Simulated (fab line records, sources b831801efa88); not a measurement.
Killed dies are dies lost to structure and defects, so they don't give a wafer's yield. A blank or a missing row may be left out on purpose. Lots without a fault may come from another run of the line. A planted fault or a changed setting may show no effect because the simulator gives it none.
Which tool did it? | flow sky130 | 12 lots, 36 wafers sampled, at 4 steps of a route of 708

WHAT THE GAUGES READ, wafer by wafer
SKY_LDD_HVN_TW_MEAS_10. Usual: LDD_HVN_TW 1448, standard deviation 5.8.
lot  | measured     | on            | LDD_HVN_TW     | flag
L162 | day 19 23:44 | film_metro-04 | 1452 1454 1441 |
L163 | day 20 14:03 | film_metro-02 | 1446 1446 1445 |
L164 | day 21 06:05 | film_metro-04 | 1445 1443 1455 |
L169 | day 22 21:40 | film_metro-02 | 1458 1450 1455 |
L173 | day 24 14:57 | film_metro-01 | 1454 1463 1457 |
L174 | day 24 23:29 | film_metro-02 | 1451 1442 1441 |
L175 | day 25 03:08 | film_metro-02 | 1441 1437 1445 |
L176 | day 25 17:15 | film_metro-02 | 1444 1441 1435 |
L181 | day 27 12:05 | film_metro-01 | 1441 1451 1458 |
L182 | day 27 16:08 | film_metro-01 | 1446 1451 1452 |
L184 | day 28 02:25 | film_metro-01 | 1449 1443 1444 |
L185 | day 28 12:20 | film_metro-04 | 1445 1445 1438 |

WHICH TOOL RAN EACH LOT (tool, then ch and the chambers of the sampled wafers, then the start)
lot  | SKY_FIELD_ISO_ETCH_15             | SKY_VT_ADJUST_LVTN_DEVELOP_17     | SKY_LDD_HVN_STRIP_09
L162 | rie_diel-03 ch 0,2, day 2 03:49   | litho_track-03 ch 0, day 7 12:18  | plasma_asher-01 ch 0,1, day 19 23:38
L163 | rie_diel-01 ch 0,3, day 2 09:50   | litho_track-04 ch 0, day 8 00:47  | plasma_asher-02 ch 0, day 20 13:57
L164 | rie_diel-01 ch 0,1,3, day 2 15:07 | litho_track-04 ch 0, day 8 08:10  | plasma_asher-01 ch 0,1, day 21 05:59
L169 | rie_diel-04 ch 2,3, day 3 17:38   | litho_track-04 ch 0, day 9 14:38  | plasma_asher-01 ch 0,1, day 22 21:34
L173 | rie_diel-04 ch 0,3, day 4 13:20   | litho_track-04 ch 0, day 10 17:50 | plasma_asher-03 ch 0,1, day 24 14:52
L174 | rie_diel-01 ch 1,2,3, day 4 19:01 | litho_track-04 ch 0, day 11 02:38 | plasma_asher-02 ch 0,1, day 24 23:23
L175 | rie_diel-03 ch 0,3, day 4 23:23   | litho_track-04 ch 0, day 11 07:58 | plasma_asher-01 ch 0,1, day 25 03:02
L176 | rie_diel-03 ch 1,2, day 5 07:44   | litho_track-04 ch 0, day 11 21:59 | plasma_asher-01 ch 0,1, day 25 17:09
L181 | rie_diel-03 ch 0,1,2, day 6 09:08 | litho_track-04 ch 0, day 13 02:38 | plasma_asher-02 ch 0,1, day 27 11:59
L182 | rie_diel-01 ch 2,3, day 6 14:13   | litho_track-04 ch 0, day 13 14:14 | plasma_asher-01 ch 0,1, day 27 16:02
L184 | rie_diel-03 ch 2,3, day 6 22:53   | litho_track-02 ch 0, day 13 22:37 | plasma_asher-02 ch 0, day 28 02:18
L185 | rie_diel-04 ch 0,2,3, day 7 07:20 | litho_track-03 ch 0, day 14 06:15 | plasma_asher-03 ch 0,1, day 28 12:14
- SKY_FIELD_ISO_ETCH_15: etches the open film in CHF3/O2, stops on Si, target depth 180 nm, time 72 s.
- SKY_VT_ADJUST_LVTN_DEVELOP_17: develop time 60 s.
- SKY_LDD_HVN_STRIP_09: strips in O2/N2.

WHAT THE TOOLS THEMSELVES READ (means of the sampled wafers that have a number; where no wafer has one, the mark that the record gives instead)
SKY_FIELD_ISO_ETCH_15. Usual: O2_flow_sccm 4.999 sccm, standard deviation 0.016; chamber_pressure_mTorr 40.01 mTorr, standard deviation 0.033; chf3_flow_sccm 50.02 sccm, standard deviation 0.16; drypump_motor_current_A 5.5 A, standard deviation 0.55; oes_product_au 0.947 a.u., standard deviation 0.0068; throttle_valve_pct 8.845 %, standard deviation 0.0098.
lot  | tool        | O2_flow_sccm (sccm) | chamber_pressure_mTorr (mTorr) | chf3_flow_sccm (sccm) | drypump_motor_current_A (A) | oes_product_au (a.u.) | throttle_valve_pct (%) | flag
L162 | rie_diel-03 | 5.002               | 39.99                          | 49.96                 | 5.6                         | 0.952                 | 8.838                  |
L163 | rie_diel-01 | 4.989               | 40.03                          | 50.10                 | 5.0                         | 0.960                 | 8.846                  |
L164 | rie_diel-01 | 5.010               | 40.00                          | 49.88                 | 5.2                         | 0.950                 | 8.847                  |
L169 | rie_diel-04 | 4.995               | 40.00                          | 50.11                 | 5.7                         | 0.950                 | 8.849                  |
L173 | rie_diel-04 | 5.014               | 40.03                          | 49.97                 | 5.3                         | 0.957                 | 8.845                  |
L174 | rie_diel-01 | 4.997               | 40.00                          | 49.96                 | 5.3                         | 0.959                 | 8.856                  |
L175 | rie_diel-03 | 4.999               | 39.94                          | 50.19                 | 5.2                         | 0.955                 | 8.848                  |
L176 | rie_diel-03 | 5.000               | 40.01                          | 50.04                 | 5.6                         | 0.946                 | 8.859                  |
L181 | rie_diel-03 | 4.992               | 40.00                          | 50.04                 | 5.3                         | 0.940                 | 8.843                  |
L182 | rie_diel-01 | 4.995               | 39.99                          | 50.08                 | 5.1                         | 0.947                 | 8.840                  |
L184 | rie_diel-03 | 5.010               | 40.00                          | 50.10                 | 5.9                         | 0.939                 | 8.842                  |
L185 | rie_diel-04 | 5.004               | 40.00                          | 50.05                 | 5.5                         | 0.944                 | 8.847                  |

SKY_VT_ADJUST_LVTN_DEVELOP_17. Usual: developer_temp_C 23.00 C, standard deviation 0.095.
lot  | tool           | developer_temp_C (C) | flag
L162 | litho_track-03 | 23.05                |
L163 | litho_track-04 | 23.10                |
L164 | litho_track-04 | 22.99                |
L169 | litho_track-04 | 23.07                |
L173 | litho_track-04 | 23.01                |
L174 | litho_track-04 | 23.03                |
L175 | litho_track-04 | 22.97                |
L176 | litho_track-04 | 23.01                |
L181 | litho_track-04 | 21.99                | OFF
L182 | litho_track-04 | 22.04                | OFF
L184 | litho_track-02 | 22.90                |
L185 | litho_track-03 | 23.00                |

SKY_LDD_HVN_STRIP_09. Usual: chamber_pressure_mTorr 1500.1 mTorr, standard deviation 1.4; drypump_motor_current_A 5.8 A, standard deviation 0.47; oes_product_au 0.407 a.u., standard deviation 0.0044; strip_time_to_endpoint_s 4.135 s, standard deviation 0.014.
lot  | tool            | chamber_pressure_mTorr (mTorr) | drypump_motor_current_A (A) | oes_product_au (a.u.) | strip_time_to_endpoint_s (s) | flag
L162 | plasma_asher-01 | 1500.9                         | 5.9                         | 0.407                 | 4.127                        |
L163 | plasma_asher-02 | 1499.2                         | 6.4                         | 0.408                 | 4.120                        |
L164 | plasma_asher-01 | 1500.4                         | 5.9                         | 0.409                 | 4.144                        |
L169 | plasma_asher-01 | 1499.9                         | 5.9                         | 0.407                 | 4.135                        |
L173 | plasma_asher-03 | 1501.4                         | 5.6                         | 0.409                 | 4.130                        |
L174 | plasma_asher-02 | 1500.7                         | 6.4                         | 0.409                 | 4.158                        |
L175 | plasma_asher-01 | 1499.7                         | 5.9                         | 0.409                 | 4.130                        |
L176 | plasma_asher-01 | 1501.2                         | 5.6                         | 0.403                 | 4.125                        |
L181 | plasma_asher-02 | 1500.2                         | 6.4                         | 0.407                 | 4.120                        |
L182 | plasma_asher-01 | 1499.4                         | 5.6                         | 0.407                 | 4.132                        |
L184 | plasma_asher-02 | 1501.3                         | 6.4                         | 0.404                 | 4.136                        |
L185 | plasma_asher-03 | 1500.5                         | 5.6                         | 0.409                 | 4.142                        |

THE ANSWER, worked out from the rows above alone
Rule: a lot is off if the mean of its wafers that have a number lies more than 3 standard deviations from the usual mean. A lot without any number at a reading at which 4 lots or more have one is off too. The other lots that the step has rows for count as sound. The gauges are gone through in route order, then the tools' own readings, and for those a lot's mean is taken as printed above. The first step at which some lot is off is used, and at that step the reading that is off furthest; a lot without a number counts as furthest.
Off: L181, L182, at SKY_VT_ADJUST_LVTN_DEVELOP_17 (developer_temp_C).
A tool fits if, at that step or a process step before it, it ran every lot that is off, and no sound lot after the first of them. One fits: litho_track-04 at SKY_VT_ADJUST_LVTN_DEVELOP_17. Its last sound lot is L176 (day 11 21:59), its first lot that is off L181 (day 13 02:38): a fault that began between those two fits.
The tool's own readings at SKY_VT_ADJUST_LVTN_DEVELOP_17 bear it out: on the lots that are off they differ by more than 5 times the standard deviation of the sound lots' means. developer_temp_C reads 22.02 C there against 23.01 C on the sound lots.

WHAT THE SIMULATOR HAD PUT IN
Process parameter drift: litho_track-04, from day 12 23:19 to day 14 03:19, at SKY_VT_ADJUST_LVTN_DEVELOP_17. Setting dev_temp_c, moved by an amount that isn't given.
Lots struck among those shown: L181, L182. The rule above found the same.
